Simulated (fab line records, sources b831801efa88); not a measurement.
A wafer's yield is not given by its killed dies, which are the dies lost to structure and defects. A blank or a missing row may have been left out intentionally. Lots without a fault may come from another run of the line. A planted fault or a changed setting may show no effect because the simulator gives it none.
Which tool was responsible? + flow gf180mcu + Sampling: 15 lots, 45 wafers, 6 of 602 route steps

## WHAT THE GAUGES SHOWED, per wafer
GF_HV_LDD_TW_MEAS_38. Usual: HV_LDD_3_TW 1437, standard deviation 11.
| lot  | measured     | on           | HV_LDD_3_TW    | flag |
|------|--------------|--------------|----------------|------|
| L575 | day 11 21:25 | filmMetro-04 | 1423 1416 1425 |      |
| L576 | day 12 02:20 | filmMetro-01 | 1441 1445 1435 |      |
| L578 | day 12 16:44 | filmMetro-03 | 1444 1442 1449 |      |
| L582 | day 14 03:33 | filmMetro-01 | 1435 1442 1441 |      |
| L583 | day 14 13:17 | filmMetro-03 | 1313 1315 1314 | OFF  |
| L584 | day 14 20:03 | filmMetro-03 | 1317 1315 1312 | OFF  |
| L585 | day 15 04:13 | filmMetro-04 | 1306 1308 1297 | OFF  |
| L590 | day 16 20:18 | filmMetro-04 | 1422 1427 1428 |      |
| L591 | day 17 08:43 | filmMetro-01 | 1458 1455 1453 |      |
| L592 | day 17 12:11 | filmMetro-03 | 1437 1436 1435 |      |
| L593 | day 17 19:41 | filmMetro-03 | 1439 1439 1435 |      |
| L594 | day 18 00:26 | filmMetro-04 | 1428 1428 1421 |      |
| L595 | day 18 10:50 | filmMetro-01 | 1457 1451 1449 |      |
| L596 | day 18 19:34 | filmMetro-01 | 1448 1444 1444 |      |
| L597 | day 19 05:37 | filmMetro-04 | 1428 1432 1431 |      |

GF_HV_LDD_RS_MEAS_53: measures by four-point-probe. Usual: HV_LDD_RS 419.2 ohm/sq, standard deviation 0.92.
| lot  | measured     | on           | HV_LDD_RS (ohm/sq) | flag |
|------|--------------|--------------|--------------------|------|
| L575 | day 12 16:46 | filmMetro-03 | 416.8 418.4 418.3  |      |
| L576 | day 12 21:59 | filmMetro-04 | 418.5 420.1 418.1  |      |
| L578 | day 13 12:16 | filmMetro-04 | 419.7 420.0 420.9  |      |
| L582 | day 15 01:20 | filmMetro-01 | 417.1 417.8 417.5  |      |
| L583 | day 15 11:37 | filmMetro-03 | 442.8 442.5 441.0  | OFF  |
| L584 | day 15 18:19 | filmMetro-03 | 441.0 440.9 441.3  | OFF  |
| L585 | day 16 03:07 | filmMetro-03 | 440.1 440.3 439.1  | OFF  |
| L590 | day 17 20:10 | filmMetro-04 | 419.9 419.8 419.4  |      |
| L591 | day 18 08:52 | filmMetro-04 | 419.7 420.3 420.8  |      |
| L592 | day 18 11:55 | filmMetro-03 | 419.5 419.3 419.0  |      |
| L593 | day 18 19:41 | filmMetro-01 | 419.3 418.9 419.4  |      |
| L594 | day 19 00:13 | filmMetro-01 | 417.8 418.6 419.1  |      |
| L595 | day 19 11:22 | filmMetro-03 | 418.3 419.2 417.4  |      |
| L596 | day 19 19:58 | filmMetro-01 | 419.1 419.2 419.1  |      |
| L597 | day 20 06:01 | filmMetro-01 | 419.0 418.1 418.0  |      |

GF_CONTACT_BOW_MEAS_05. Usual: CONTACT_BOW 65 um, standard deviation 6.8.
| lot  | measured     | on           | CONTACT_BOW (um) | flag |
|------|--------------|--------------|------------------|------|
| L575 | day 15 15:34 | filmMetro-01 | 66 61 62         |      |
| L576 | day 15 20:20 | filmMetro-04 | 73 60 64         |      |
| L578 | day 16 12:39 | filmMetro-01 | 63 62 67         |      |
| L582 | day 18 03:30 | filmMetro-01 | 67 68 72         |      |
| L590 | day 21 01:35 | filmMetro-01 | 59 65 64         |      |
| L591 | day 21 14:19 | filmMetro-04 | 69 68 66         |      |
| L592 | day 21 17:50 | filmMetro-01 | 63 74 79         |      |
| L593 | day 22 00:44 | filmMetro-04 | 73 75 50         |      |
| L594 | day 22 05:16 | filmMetro-01 | 62 60 54         |      |
| L595 | day 22 15:19 | filmMetro-01 | 64 75 60         |      |
| L596 | day 22 23:32 | filmMetro-01 | 56 63 68         |      |
| L597 | day 23 09:50 | filmMetro-03 | 71 51 60         |      |

GF_CONTACT_OVL_MEAS_15. Usual: CONTACT_OVL -3 nm, standard deviation 6.3.
| lot  | measured     | on         | CONTACT_OVL (nm) | flag |
|------|--------------|------------|------------------|------|
| L575 | day 16 15:00 | overlay-02 | -5 -5 -1         |      |
| L576 | day 16 19:35 | overlay-01 | 2 3 -2           |      |
| L578 | day 17 11:30 | overlay-02 | -10 -16 -13      |      |
| L582 | day 19 04:24 | overlay-01 | 3 -2 0           |      |
| L590 | day 22 01:21 | overlay-02 | 12 7 10          |      |
| L591 | day 22 13:51 | overlay-02 | -1 -10 -3        |      |
| L592 | day 22 17:51 | overlay-02 | -5 -10 1         |      |
| L593 | day 22 23:54 | overlay-02 | -5 -3 -4         |      |
| L594 | day 23 04:15 | overlay-01 | 3 3 12           |      |
| L595 | day 23 14:14 | overlay-01 | -6 -3 -4         |      |
| L596 | day 23 21:47 | overlay-01 | 5 8 4            |      |
| L597 | day 24 07:49 | overlay-01 | -7 -12 -15       |      |

## TOOL THAT RAN EACH LOT (tool first, then ch and the chambers of the sampled wafers, then the start)
| lot  | GF_HV_LDD_STRIP_10                  | GF_HV_LDD_IMPLANT_36            |
|------|-------------------------------------|---------------------------------|
| L575 | plasmaAsher-01 ch 0,1, day 10 08:06 | implanter-04 ch 0, day 11 21:08 |
| L576 | plasmaAsher-04 ch 0,1, day 10 13:14 | implanter-04 ch 0, day 12 02:05 |
| L578 | plasmaAsher-04 ch 0,1, day 11 03:16 | implanter-02 ch 0, day 12 16:31 |
| L582 | plasmaAsher-04 ch 0,1, day 12 10:25 | implanter-02 ch 0, day 14 03:20 |
| L583 | plasmaAsher-01 ch 0, day 12 19:26   | implanter-01, day 14 13:03      |
| L584 | plasmaAsher-04 ch 0,1, day 13 01:37 | implanter-04, day 14 19:49      |
| L585 | plasmaAsher-04 ch 0,1, day 13 09:16 | implanter-01, day 15 03:58      |
| L590 | plasmaAsher-04 ch 0,1, day 14 22:07 | implanter-01 ch 0, day 16 20:04 |
| L591 | plasmaAsher-04 ch 0,1, day 15 09:40 | implanter-02 ch 0, day 17 08:28 |
| L592 | plasmaAsher-01 ch 0, day 15 13:59   | implanter-04 ch 0, day 17 11:56 |
| L593 | plasmaAsher-04 ch 0,1, day 15 20:23 | implanter-02 ch 0, day 17 19:27 |
| L594 | plasmaAsher-04 ch 0,1, day 16 01:37 | implanter-01 ch 0, day 18 00:11 |
| L595 | plasmaAsher-04 ch 0,1, day 16 11:44 | implanter-02 ch 0, day 18 10:35 |
| L596 | plasmaAsher-04 ch 0,1, day 16 18:50 | implanter-04 ch 0, day 18 19:17 |
| L597 | plasmaAsher-01 ch 0,1, day 17 04:21 | implanter-01 ch 0, day 19 05:25 |
- GF_HV_LDD_STRIP_10: strips in O2/N2.
- GF_HV_LDD_IMPLANT_36

## AS READ BY THE TOOLS THEMSELVES (means over the sampled wafers that have a number; for cases with no such wafer, the mark the record gives instead)
GF_HV_LDD_STRIP_10. Usual: drypumpMotorCurrentA 5.2 A, standard deviation 0.61; heaterPowerW 295 W, standard deviation 28; oesProductAu 0.716 a.u., standard deviation 0.0044; stripTimeToEndpointS 12.63 s, standard deviation 0.04.
| lot  | tool           | drypumpMotorCurrentA (A) | heaterPowerW (W) | oesProductAu (a.u.) | stripTimeToEndpointS (s) | flag |
|------|----------------|--------------------------|------------------|---------------------|--------------------------|------|
| L575 | plasmaAsher-01 | 5.4                      | 314              | 0.711               | 12.64                    |      |
| L576 | plasmaAsher-04 | 5.0                      | 275              | 0.715               | 12.61                    |      |
| L578 | plasmaAsher-04 | 5.0                      | 278              | 0.715               | 12.60                    |      |
| L582 | plasmaAsher-04 | 5.0                      | 275              | 0.721               | 12.70                    |      |
| L583 | plasmaAsher-01 | 6.3                      | 319              | 0.712               | 12.59                    |      |
| L584 | plasmaAsher-04 | 5.0                      | 274              | 0.718               | 12.60                    |      |
| L585 | plasmaAsher-04 | 4.8                      | 294              | 0.716               | 12.57                    |      |
| L590 | plasmaAsher-04 | 5.0                      | 275              | 0.716               | 12.55                    |      |
| L591 | plasmaAsher-04 | 4.9                      | 301              | 0.718               | 12.64                    |      |
| L592 | plasmaAsher-01 | 6.4                      | 320              | 0.712               | 12.62                    |      |
| L593 | plasmaAsher-04 | 5.0                      | 274              | 0.716               | 12.69                    |      |
| L594 | plasmaAsher-04 | 4.8                      | 291              | 0.716               | 12.61                    |      |
| L595 | plasmaAsher-04 | 5.0                      | 280              | 0.718               | 12.62                    |      |
| L596 | plasmaAsher-04 | 5.0                      | 278              | 0.718               | 12.61                    |      |
| L597 | plasmaAsher-01 | 5.4                      | 311              | 0.718               | 12.61                    |      |

GF_HV_LDD_IMPLANT_36. Usual: beamEnergyKeV 60.001, standard deviation 0.019; beamOnS 10.01 s, standard deviation 0.2.
| lot  | tool         | beamEnergyKeV | beamOnS (s) | flag |
|------|--------------|---------------|-------------|------|
| L575 | implanter-04 | 59.987        | 10.01       |      |
| L576 | implanter-04 | 59.991        | 9.96        |      |
| L578 | implanter-02 | 60.000        | 9.95        |      |
| L582 | implanter-02 | 60.014        | 10.05       |      |
| L583 | implanter-01 | -             | -           | OFF  |
| L584 | implanter-04 | -             | -           | OFF  |
| L585 | implanter-01 | -             | -           | OFF  |
| L590 | implanter-01 | 59.995        | 10.17       |      |
| L591 | implanter-02 | 60.022        | 10.08       |      |
| L592 | implanter-04 | 60.020        | 9.96        |      |
| L593 | implanter-02 | 60.003        | 10.05       |      |
| L594 | implanter-01 | 60.007        | 9.97        |      |
| L595 | implanter-02 | 60.007        | 9.85        |      |
| L596 | implanter-04 | 60.018        | 9.99        |      |
| L597 | implanter-01 | 59.967        | 10.22       |      |

## THE ANSWER, worked out from the rows above alone
Rule: take the mean of a lot's wafers that have a number; if it is more than 3 standard deviations from the usual mean, the lot is off. Also off: a lot with no number at a reading for which 4 or more lots have one. All remaining lots with rows at the step are treated as sound. Order of review: gauges by route order, followed by the tools' own readings, for which a lot's mean as printed above is used. At the first step where some lot is off, the reading lying furthest off is the one used; lots without a number count as furthest.
Off: L583, L584, L585, seen at GF_HV_LDD_TW_MEAS_38 (HV_LDD_3_TW).
If a tool, at a process step before that reading, ran all the lots that are off and no sound lot after the first of them, it fits. The gauges at GF_HV_LDD_TW_MEAS_38 aren't tried: what is off there is off at GF_HV_LDD_IMPLANT_36 too, on other tools, and a gauge's error can't cause that. No candidate that was tried fits.

## WHAT HAD BEEN PUT IN BY THE SIMULATOR
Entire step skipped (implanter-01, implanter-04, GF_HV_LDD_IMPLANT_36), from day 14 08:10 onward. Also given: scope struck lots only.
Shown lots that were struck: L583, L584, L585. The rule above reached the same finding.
